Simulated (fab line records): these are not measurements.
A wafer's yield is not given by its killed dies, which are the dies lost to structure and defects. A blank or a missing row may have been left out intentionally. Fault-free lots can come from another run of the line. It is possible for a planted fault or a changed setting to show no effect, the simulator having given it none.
fab line records    flow sfq_line
record: lots: 6  wafers: 18  last_day: 80
route steps=325 shown M6@255 I6@266 M7@281
lots with no fault: from the same line, run without faults
start_h: start of the lot's first displayed wafer, in hours after the record's first day    wait_h: hours elapsed since this lot's preceding step    " repeats the value in the row above    L1.1+2: a single row standing in for several wafers    - no value, or no start given    * or withheld: withheld    < > ~ a bound
route shown NAME@n: names a module that has steps shown in the file, with the first one's number in the route    usual: average and standard deviation across the fault-free wafers    same: alike in all rows    chamber/n: place in a boat    sites: readings site by site    _std_site: the standard deviation of these    _edge_site: the outer-site mean with the inner-site mean subtracted    radius_mm: for every site, how far away it sits from the centre of the wafer    mask NAME#n: copy n    behind: tool/chamber where the wafer was last shaped    hold: the reason the lot was held/the length of the hold in hours/how it ended    device: transistor that didn't switch, given as n, p or np    end of line: the same wafers' tests at the end of the route    step lacking rows: just its recipe    killed: dies that structure and defects cost at the first sort, which is not the same as the wafer's yield    map: a wafer's dies, x killed, . not, _ none there
set.NAME: setting as actually run; set.NAME@STEP: the setting as run at that earlier step    model.NAME: the simulator's own value behind a step, which no gauge read
lots at some steps of the route; a table a step, a row a wafer
services: the hour from which a tool's chamber was out of use, counted from the record's first day as start_h (under 0 if before that day), plus the number of hours and why
== steps ==
step: SFQ_TRILAYER_M6_LITHO_COAT_164
recipe: resist: BARC  spin_rpm: 3000  resist_thk_nm: 62
step: SFQ_TRILAYER_M6_LITHO_COAT_159
recipe: resist: KrF  spin_rpm: 3000  resist_thk_nm: 600
step: SFQ_TRILAYER_M6_LITHO_SOFTBAKE_163
recipe: temp_c: withheld  time_s: withheld  resist: KrF
step: SFQ_TRILAYER_M6_LITHO_EXPOSE_160
recipe: mask_id: M6  na: 0.6  source_shape: conventional  sigma_outer: 0.65  target_cd_nm: 500  dose_mj: 14.4
step: SFQ_TRILAYER_M6_LITHO_PEB_162
recipe: peb_temp_c: 115  peb_time_s: 60  resist: KrF
step: SFQ_TRILAYER_M6_LITHO_DEVELOP_161
recipe: time_s: 60  resist: KrF
step: SFQ_M6_OVL_MEAS_940
usual: M6_OVL: -3/6.2
lot.wafer  tool        chamber  start_h  wait_h  M6_OVL[nm]
L479.2     overlay-01  -        1549.43  0.1     -6
L479.4     "           -        "        "       -11
L479.6     "           -        "        "       -10
L482.3     overlay-02  -        1590.34  0.1     2
L482.5     "           -        "        "       7
L482.6     "           -        "        "       3
L483.3     overlay-02  -        1591.54  0.1     0
L483.5     "           -        "        "       -4
L483.6     "           -        "        "       0
L492.1     overlay-01  -        1667.63  0.1     -2
L492.3     "           -        "        "       -4
L492.6     "           -        "        "       -2
L494.1     overlay-01  -        1674.83  0.1     -6
L494.3     "           -        "        "       -1
L494.5     "           -        "        "       -6
L495.2     overlay-02  -        1678.43  0.1     -4
L495.4     "           -        "        "       -3
L495.6     "           -        "        "       2
step: SFQ_TRILAYER_M6_BARC_OPEN_METAL_ETCH_206
recipe: mask_material: PR  chemistry: O2  target_depth_nm: 125  target: BARC  icp_w: 600  bias_w: 80  pressure_mtorr: 10  time_s: 41.7
usual: drypump_motor_current_A: 5.46/0.3  he_backside_leak_sccm: 3.5/0.42  oes_product_au: 0.685/0.0051
lot.wafer  tool          chamber  start_h  wait_h  drypump_motor_current_A  he_backside_leak_sccm  oes_product_au  rf_hours_counter_h
L479.2     rie_metal-01  1        1549.46  0.0     5.17                     3.7                    0.692           38
L479.4     "             0        "        "       5.09                     2.7                    0.690           -
L479.6     "             1        "        "       5.18                     3.7                    0.697           -
L482.3     rie_metal-01  0        1590.38  0.0     5.07                     6.2                    0.694           -
L482.5     "             0        "        "       5.07                     3.4                    0.693           -
L482.6     "             1        "        "       5.17                     3.5                    0.688           -
L483.3     rie_metal-02  1        1591.58  0.0     5.95                     3.4                    0.691           -
L483.5     "             1        "        "       5.94                     3.4                    0.681           -
L483.6     "             0        "        "       5.75                     3.4                    0.692           -
L492.1     rie_metal-03  0        1667.66  0.0     5.29                     3.4                    0.683           34
L492.3     "             1        "        "       5.40                     3.6                    0.686           -
L492.6     "             0        "        "       5.31                     3.5                    0.679           -
L494.1     rie_metal-01  0        1674.86  0.0     5.06                     3.2                    0.688           82
L494.3     "             1        "        "       5.15                     3.8                    0.687           -
L494.5     "             1        "        "       5.15                     3.6                    0.694           -
L495.2     rie_metal-02  0        1678.46  0.0     5.77                     3.6                    0.689           112
L495.4     "             0        "        "       5.75                     3.4                    0.692           -
L495.6     "             0        "        "       5.74                     3.7                    0.682           -
step: SFQ_TRILAYER_M6_ETCH_METAL_ETCH_162
recipe: target: Nb  stop_on: SiO2  mask_material: PR  chemistry: Cl2/Ar  target_depth_nm: 240  icp_w: 600  bias_w: 80  pressure_mtorr: 10  time_s: 120
usual: drypump_motor_current_A: 5.46/0.3  he_backside_leak_sccm: 3.51/0.19  oes_product_au: 0.894/0.0075
lot.wafer  tool          chamber  start_h  wait_h  drypump_motor_current_A  he_backside_leak_sccm  oes_product_au  rf_hours_counter_h
L479.2     rie_metal-01  1        1549.52  0.0     5.16                     3.72                   0.888           38
L479.4     "             0        "        "       5.06                     3.10                   0.886           -
L479.6     "             1        "        "       5.15                     3.69                   0.890           -
L482.3     rie_metal-01  0        1590.47  0.1     5.07                     2.92                   0.888           -
L482.5     "             0        "        "       5.06                     3.41                   0.892           -
L482.6     "             1        "        "       5.15                     3.45                   0.897           -
L483.3     rie_metal-02  1        1591.67  0.1     5.92                     3.39                   0.891           -
L483.5     "             1        "        "       5.95                     3.25                   0.886           -
L483.6     "             0        "        "       5.72                     3.90                   0.900           -
L492.1     rie_metal-03  0        1667.72  0.0     5.27                     3.34                   0.889           34
L492.3     "             1        "        "       5.41                     3.41                   0.895           -
L492.6     "             0        "        "       5.29                     3.51                   0.891           -
L494.1     rie_metal-01  0        1674.92  0.0     5.06                     3.73                   0.911           82
L494.3     "             1        "        "       5.18                     3.49                   0.893           -
L494.5     "             1        "        "       5.18                     3.71                   0.897           -
L495.2     rie_metal-02  0        1678.52  0.0     5.74                     3.68                   0.879           112
L495.4     "             0        "        "       5.73                     3.69                   0.897           -
L495.6     "             0        "        "       5.73                     3.66                   0.905           -
step: SFQ_TRILAYER_M6_STRIP_STRIP_163
recipe: gas: O2  power_w: 200  platen_temp_c: 40  overash_fraction: 0.65  chemistry: O2  pressure_mtorr: 50
usual: drypump_motor_current_A: 5.46/0.3  he_backside_leak_sccm: 3.53/0.27  oes_product_au: 1.008/0.011
lot.wafer  tool          chamber  start_h  wait_h  drypump_motor_current_A  he_backside_leak_sccm  oes_product_au  rf_hours_counter_h
L479.2     rie_metal-01  1        1549.64  0.1     5.17                     3.51                   0.995           38
L479.4     "             0        "        "       5.08                     3.17                   1.008           -
L479.6     "             1        "        "       5.17                     3.63                   1.007           -
L482.3     rie_metal-01  0        1590.75  0.2     5.06                     3.22                   0.999           -
L482.5     "             0        "        "       5.07                     3.24                   1.005           -
L482.6     "             1        "        "       5.15                     3.50                   0.999           -
L483.3     rie_metal-02  1        1591.95  0.2     5.91                     3.41                   1.004           -
L483.5     "             1        "        "       5.93                     3.34                   1.016           -
L483.6     "             0        "        "       5.76                     3.59                   1.018           -
L492.1     rie_metal-03  0        1667.85  0.1     5.30                     3.61                   0.997           34
L492.3     "             1        "        "       5.44                     3.52                   1.013           -
L492.6     "             0        "        "       5.32                     3.30                   0.996           -
L494.1     rie_metal-01  0        1675.05  0.1     5.07                     3.17                   0.999           83
L494.3     "             1        "        "       5.17                     3.46                   1.013           -
L494.5     "             1        "        "       5.17                     3.60                   0.995           -
L495.2     rie_metal-02  0        1678.65  0.1     5.75                     3.73                   1.024           112
L495.4     "             0        "        "       5.76                     3.86                   1.023           -
L495.6     "             0        "        "       5.80                     3.76                   1.013           -
step: SFQ_TRILAYER_M6_STRIP_SOLV_CLEAN_164
recipe: chemistry: NMP  temp_c: 70  time_s: 600
step: SFQ_TRILAYER_I6_DEP_PECVD_165
recipe: material: SiO2  temp_c: 150  time_s: 111.11  pressure_torr: 2.4  rf_w: 183.3  precursor: SiH4/N2O  target_thk_nm: 500
usual: chamber_pressure_Torr: 2.401/0.0057  heater_power_outer_w: 30/9.1  heater_power_w: 82/16  throttle_valve_pct: 24.3/0.42
lot.wafer  tool      chamber  start_h  wait_h  chamber_pressure_Torr  heater_power_outer_w  heater_power_w  throttle_valve_pct
L479.2     pecvd-04  1        1550.42  0.0     2.412                  49                    115             24.0
L479.4     "         0        "        "       2.394                  32                    85              24.5
L479.6     "         2        "        "       2.408                  25                    65              24.0
L482.3     pecvd-03  1        1591.32  0.0     -                      -                     -               -
L482.5     "         1        "        "       -                      -                     -               -
L482.6     "         2        "        "       -                      -                     -               -
L483.3     pecvd-04  1        1592.52  0.0     -                      -                     -               -
L483.5     "         2        "        "       -                      -                     -               -
L483.6     "         1        "        "       -                      -                     -               -
L492.1     pecvd-02  1        1668.62  0.0     2.402                  21                    60              24.3
L492.3     "         0        "        "       2.404                  29                    81              24.8
L492.6     "         0        "        "       2.403                  30                    86              24.6
L494.1     pecvd-03  2        1675.82  0.0     2.401                  51                    113             24.5
L494.3     "         1        "        "       2.405                  23                    77              24.4
L494.5     "         2        "        "       2.405                  37                    96              24.4
L495.2     pecvd-02  0        1679.42  0.0     2.405                  23                    75              24.7
L495.4     "         0        "        "       2.403                  27                    81              24.7
L495.6     "         1        "        "       2.403                  14                    51              24.2
step: SFQ_TRILAYER_I6_CMP_CMP_166
recipe: material: SiO2  down_force_psi: 3  platen_rpm: 60  pad_velocity_m_s: 0.94248
usual: head_pressure_psi: 3.000/0.0069  motor_current_A: 9.9/0.51  time_to_endpoint_s: 216/9.6
lot.wafer  tool    chamber  start_h  wait_h  head_pressure_psi  motor_current_A  time_to_endpoint_s
L479.4     cmp-02  3        1574.76  24.3    2.991              9.5              210
L479.2     "       1        1575.76  25.3    3.002              10.4             217
L479.6     "       0        1577.26  26.8    2.999              9.5              226
L483.3     cmp-02  2        1624.44  31.9    2.994              9.4              -
L483.6     "       2        1626.44  33.8    2.988              9.9              -
L483.5     "       3        "        "       2.996              9.7              -
L482.3     cmp-01  1        1625.11  33.7    3.004              10.4             -
L482.5     "       3        1626.11  34.7    3.013              10.6             -
L482.6     "       0        "        "       2.998              9.9              -
L492.3     cmp-02  2        1672.10  3.4     3.014              9.6              225
L492.1     "       3        "        "       3.005              9.9              227
L492.6     "       0        "        "       3.005              9.8              229
L494.1     cmp-01  2        1677.12  1.3     2.997              10.6             222
L494.3     "       0        1678.12  2.3     3.001              9.5              212
L494.5     "       1        "        "       2.996              10.4             205
L495.4     cmp-01  0        1680.12  0.6     3.001              9.9              228
L495.2     "       1        "        "       3.008              10.5             196
L495.6     "       0        1682.12  2.6     3.004              9.6              229
step: SFQ_I6_BOW_MEAS_941
recipe: mode: bow
usual: I6_BOW: 10/12
lot.wafer  tool           chamber  start_h  wait_h  I6_BOW[um]
L479.2     film_metro-02  -        1577.78  1.5     40
L479.4     "              -        "        "       24
L479.6     "              -        "        "       27
L482.3     film_metro-01  -        1627.15  1.5     -6
L482.5     "              -        "        "       -18
L482.6     "              -        "        "       -2
L483.3     film_metro-02  -        1627.48  2.5     3
L483.5     "              -        "        "       8
L483.6     "              -        "        "       6
L492.1     film_metro-01  -        1674.10  1.0     19
L492.3     "              -        "        "       16
L492.6     "              -        "        "       7
L494.1     film_metro-01  -        1679.62  2.0     -1
L494.3     "              -        "        "       14
L494.5     "              -        "        "       9
L495.2     film_metro-01  -        1682.64  1.5     13
L495.4     "              -        "        "       16
L495.6     "              -        "        "       25
step: SFQ_TRILAYER_I6_METRO_MEASURE_167
lot.wafer   tool           chamber  start_h  wait_h
L479.2+4+6  film_metro-02  -        1578.08  0.3
L482.3+5+6  film_metro-01  -        1627.63  0.5
L483.3+5+6  film_metro-02  -        1627.96  0.5
L492.1+3+6  film_metro-01  -        1674.22  0.1
L494.1+3+5  film_metro-01  -        1679.74  0.1
L495.2+4+6  film_metro-01  -        1682.94  0.3
step: SFQ_TRILAYER_I6_VIA_LITHO_COAT_174
recipe: resist: BARC  spin_rpm: 3000  resist_thk_nm: 62
step: SFQ_TRILAYER_I6_VIA_LITHO_COAT_169
recipe: resist: KrF  spin_rpm: 3000  resist_thk_nm: 650
step: SFQ_TRILAYER_I6_VIA_LITHO_SOFTBAKE_173
recipe: temp_c: withheld  time_s: withheld  resist: KrF
step: SFQ_TRILAYER_I6_VIA_LITHO_EXPOSE_170
recipe: mask_id: I6  na: 0.6  source_shape: conventional  sigma_outer: 0.65  target_cd_nm: 700  dose_mj: 21.3
step: SFQ_TRILAYER_I6_VIA_LITHO_PEB_172
recipe: peb_temp_c: 115  peb_time_s: 60  resist: KrF
step: SFQ_TRILAYER_I6_VIA_LITHO_DEVELOP_171
recipe: time_s: 60  resist: KrF
step: SFQ_I6_OVL_MEAS_942
usual: I6_OVL: -2/5.6
lot.wafer  tool        chamber  start_h  wait_h  I6_OVL[nm]
L479.2     overlay-02  -        1581.93  0.1     -4
L479.4     "           -        "        "       -1
L479.6     "           -        "        "       -4
L482.3     overlay-01  -        1634.39  0.1     3
L482.5     "           -        "        "       4
L482.6     "           -        "        "       3
L483.3     overlay-01  -        1635.59  0.1     -2
L483.5     "           -        "        "       -8
L483.6     "           -        "        "       -4
L492.1     overlay-02  -        1679.63  0.1     0
L492.3     "           -        "        "       -1
L492.6     "           -        "        "       -3
L494.1     overlay-02  -        1685.63  0.1     -8
L494.3     "           -        "        "       -4
L494.5     "           -        "        "       -9
L495.2     overlay-02  -        1689.23  0.1     -5
L495.4     "           -        "        "       -1
L495.6     "           -        "        "       -6
step: SFQ_TRILAYER_I6_VIA_BARC_OPEN_VIA_ETCH_235
recipe: mask_material: PR  chemistry: O2  target_depth_nm: 125  target: BARC  source_w: 500  bias_w: 80  pressure_mtorr: 30  time_s: 41.7
usual: drypump_motor_current_A: 5.8/0.4  oes_product_au: 0.685/0.005
lot.wafer  tool         chamber  start_h  wait_h  drypump_motor_current_A  oes_product_au  rf_hours_counter_h
L479.2     rie_diel-01  0        1581.96  0.0     5.6                      0.678           8
L479.4     "            3        "        "       6.2                      0.685           6
L479.6     "            0        "        "       5.6                      0.686           -
L482.3     rie_diel-01  2        1634.41  0.0     5.8                      0.685           9
L482.5     "            1        "        "       5.8                      0.683           -
L482.6     "            2        "        "       5.8                      0.679           -
L483.3     rie_diel-04  1        1635.61  0.0     6.6                      0.684           14
L483.5     "            3        "        "       5.3                      0.676           -
L483.6     "            0        "        "       5.7                      0.691           -
L492.1     rie_diel-03  0        1679.66  0.0     4.8                      0.685           1
L492.3     "            1        "        "       5.4                      0.688           2
L492.6     "            2        "        "       5.7                      0.680           -
L494.1     rie_diel-04  2        1685.66  0.0     6.0                      0.689           8
L494.3     "            3        "        "       5.3                      0.683           13
L494.5     "            1        "        "       6.6                      0.682           -
L495.2     rie_diel-01  3        1689.26  0.0     6.2                      0.678           8
L495.4     "            1        "        "       5.8                      0.684           14
L495.6     "            3        "        "       6.2                      0.682           -
step: SFQ_TRILAYER_I6_VIA_ETCH_VIA_ETCH_172
recipe: target: SiO2  stop_on: Nb  mask_material: PR  taper_deg: 20  chemistry: CHF3  target_depth_nm: 260  source_w: 500  bias_w: 80  pressure_mtorr: 30  time_s: withheld
usual: drypump_motor_current_A: 5.8/0.4  oes_product_au: 0.854/0.005
lot.wafer  tool         chamber  start_h  wait_h  drypump_motor_current_A  oes_product_au  model.etch.depth_nm
L479.2     rie_diel-01  0        1582.00  0.0     5.6                      0.856           202.9
L479.4     "            3        "        "       6.2                      0.858           199.5
L479.6     "            0        "        "       5.6                      0.849           202.1
L482.3     rie_diel-01  2        1634.45  0.0     5.8                      0.381           0
L482.5     "            1        "        "       5.8                      0.373           0
L482.6     "            2        "        "       5.8                      0.378           0
L483.3     rie_diel-04  1        1635.65  0.0     6.6                      0.380           0
L483.5     "            3        "        "       5.3                      0.374           0
L483.6     "            0        "        "       5.7                      0.371           0
L492.1     rie_diel-03  0        1679.70  0.0     4.8                      0.854           199.3
L492.3     "            1        "        "       5.4                      0.851           201
L492.6     "            2        "        "       5.7                      0.854           200.7
L494.1     rie_diel-04  2        1685.70  0.0     6.0                      0.855           199.4
L494.3     "            3        "        "       5.3                      0.858           201.5
L494.5     "            1        "        "       6.6                      0.847           197.5
L495.2     rie_diel-01  3        1689.30  0.0     6.2                      0.859           196.4
L495.4     "            1        "        "       5.8                      0.856           199.5
L495.6     "            3        "        "       6.2                      0.854           199.8
step: SFQ_TRILAYER_I6_VIA_STRIP_STRIP_173
recipe: gas: O2  power_w: 200  platen_temp_c: 40  overash_fraction: 0.65  chemistry: O2  pressure_mtorr: 50
step: SFQ_TRILAYER_I6_VIA_STRIP_SOLV_CLEAN_174
recipe: chemistry: NMP  temp_c: 70  time_s: 600
step: SFQ_TRILAYER_M7_DEP_PRE_CLEAN_176
recipe: gas: Ar  time_s: 22.5  bias_v: 250
step: SFQ_TRILAYER_M7_DEP_SPUTTER_175
recipe: material: Nb  base_pressure_pa: 1.33e-06  chamber_pressure_pa: 0.1333  substrate_temp_c: 20  target_thk_nm: 200  power_w: 2000  time_s: 133.3
step: SFQ_M7_RS_MEAS_943
recipe: thk_meas_gauge: four-point-probe  reads: Nb_of_TRILAYER_M7_DEP_SPUTTER_175
usual: M7_NB_RS: 0.887/0.0099
lot.wafer  tool           chamber  start_h  wait_h  M7_NB_RS[ohm/sq]
L479.2     film_metro-03  -        1583.05  0.1     0.919
L479.4     "              -        "        "       0.912
L479.6     "              -        "        "       0.916
L482.3     film_metro-02  -        1635.50  0.1     0.896
L482.5     "              -        "        "       0.886
L482.6     "              -        "        "       0.888
L483.3     film_metro-03  -        1636.70  0.1     0.892
L483.5     "              -        "        "       0.892
L483.6     "              -        "        "       0.890
L492.1     film_metro-03  -        1680.71  0.0     0.891
L492.3     "              -        "        "       0.897
L492.6     "              -        "        "       0.886
L494.1     film_metro-02  -        1686.71  0.0     0.888
L494.3     "              -        "        "       0.887
L494.5     "              -        "        "       0.890
L495.2     film_metro-03  -        1690.35  0.1     0.899
L495.4     "              -        "        "       0.902
L495.6     "              -        "        "       0.902
step: SFQ_TRILAYER_M7_LITHO_COAT_182
recipe: resist: BARC  spin_rpm: 3000  resist_thk_nm: 62
step: SFQ_TRILAYER_M7_LITHO_COAT_177
recipe: resist: KrF  spin_rpm: 3000  resist_thk_nm: 600
step: SFQ_TRILAYER_M7_LITHO_SOFTBAKE_181
recipe: temp_c: withheld  time_s: withheld  resist: KrF
step: SFQ_TRILAYER_M7_LITHO_EXPOSE_178
recipe: mask_id: M7  na: 0.6  source_shape: conventional  sigma_outer: 0.65  target_cd_nm: 500  dose_mj: 14.4
usual: exposure_dose_mJ_cm2: 14.400/0.013  focus_offset_nm: 0.1/0.45  na: 0.6/0  sigma_outer: 0.65/0
lot.wafer  tool            chamber  start_h  wait_h  mask  exposure_dose_mJ_cm2  focus_offset_nm  na   sigma_outer
L479.2     krf_scanner-02  0        1586.63  -       M7#0  14.407                -1.0             0.6  0.65
L479.4     "               0        "        "       M7#0  14.392                0.2              0.6  0.65
L479.6     "               0        "        "       M7#0  14.392                0.3              0.6  0.65
L482.3     krf_scanner-02  -        1641.23  -       M7#0  -                     -                -    -
L482.5     "               -        "        "       M7#0  -                     -                -    -
L482.6     "               -        "        "       M7#0  -                     -                -    -
L483.3     krf_scanner-02  -        1643.63  -       M7#0  -                     -                -    -
L483.5     "               -        "        "       M7#0  -                     -                -    -
L483.6     "               -        "        "       M7#0  -                     -                -    -
L492.1     krf_scanner-02  0        1682.93  -       M7#0  14.390                0.2              0.6  0.65
L492.3     "               0        "        "       M7#0  14.384                0.2              0.6  0.65
L492.6     "               0        "        "       M7#0  14.407                -0.1             0.6  0.65
L494.1     krf_scanner-02  0        1688.93  -       M7#0  14.411                0.5              0.6  0.65
L494.3     "               0        "        "       M7#0  14.392                1.0              0.6  0.65
L494.5     "               0        "        "       M7#0  14.384                0.0              0.6  0.65
L495.2     krf_scanner-02  0        1692.73  -       M7#0  14.403                -0.2             0.6  0.65
L495.4     "               0        "        "       M7#0  14.403                0.0              0.6  0.65
L495.6     "               0        "        "       M7#0  14.380                -0.5             0.6  0.65
step: SFQ_TRILAYER_M7_LITHO_PEB_180
recipe: peb_temp_c: 115  peb_time_s: 60  resist: KrF
== services ==
tool            chamber  start_h  hours  kind
cmp-01          -        1527.78  17.3   pm
krf_scanner-02  -        1536.38  4.0    repair
krf_scanner-02  -        1554.34  0.2    repair
film_metro-02   -        1554.55  0.7    pm
rie_metal-01    0        1556.29  14.0   repair
rie_diel-03     0        1556.52  8.0    repair
krf_scanner-02  -        1594.13  1.0    pm
pecvd-02        -        1599.15  1.5    repair
cmp-01          -        1602.11  4.0    pm
krf_scanner-02  -        1606.55  1.0    repair
film_metro-02   -        1607.40  1.5    pm
rie_diel-01     -        1610.53  0.6    repair
film_metro-02   -        1616.53  0.7    pm
film_metro-01   -        1618.31  0.5    pm
rie_diel-01     0        1620.70  3.9    repair
rie_metal-01    1        1624.47  7.3    repair
cmp-02          -        1628.91  1.1    repair
rie_diel-04     3        1642.58  6.8    repair
krf_scanner-02  -        1644.43  1.3    pm
pecvd-03        -        1657.99  5.5    pm
rie_diel-01     0        1665.31  5.8    repair
rie_metal-03    -        1666.10  0.6    repair
cmp-01          -        1666.31  4.3    repair
cmp-02          -        1688.57  2.0    repair
== key ==
first_sign: step: SFQ_TRILAYER_I6_DEP_PECVD_165  reading: tool_record  direction: missing
effect: step: SFQ_TRILAYER_I6_VIA_ETCH_VIA_ETCH_172  reading: oes_product_au  direction: down  sigmas: 97  usual: 0.854  struck: 0.376
effect: step: SFQ_TRILAYER_M7_LITHO_EXPOSE_178  reading: tool_record  direction: missing
model_effect: step: SFQ_TRILAYER_I6_VIA_ETCH_VIA_ETCH_172  value: etch.depth_nm  without: 199.8  struck: 0
met_at SFQ_TRILAYER_I6_DEP_PECVD_165
struck_wafers L482.3,L482.5,L482.6,L483.3,L483.5,L483.6
onset_between 1550.42 1591.32
fault: kind: skipped_step_whole  tool: pecvd-03,pecvd-04  chamber: -  onset_h: 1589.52  steps: SFQ_TRILAYER_I6_DEP_PECVD_165  scope: struck_lots_only
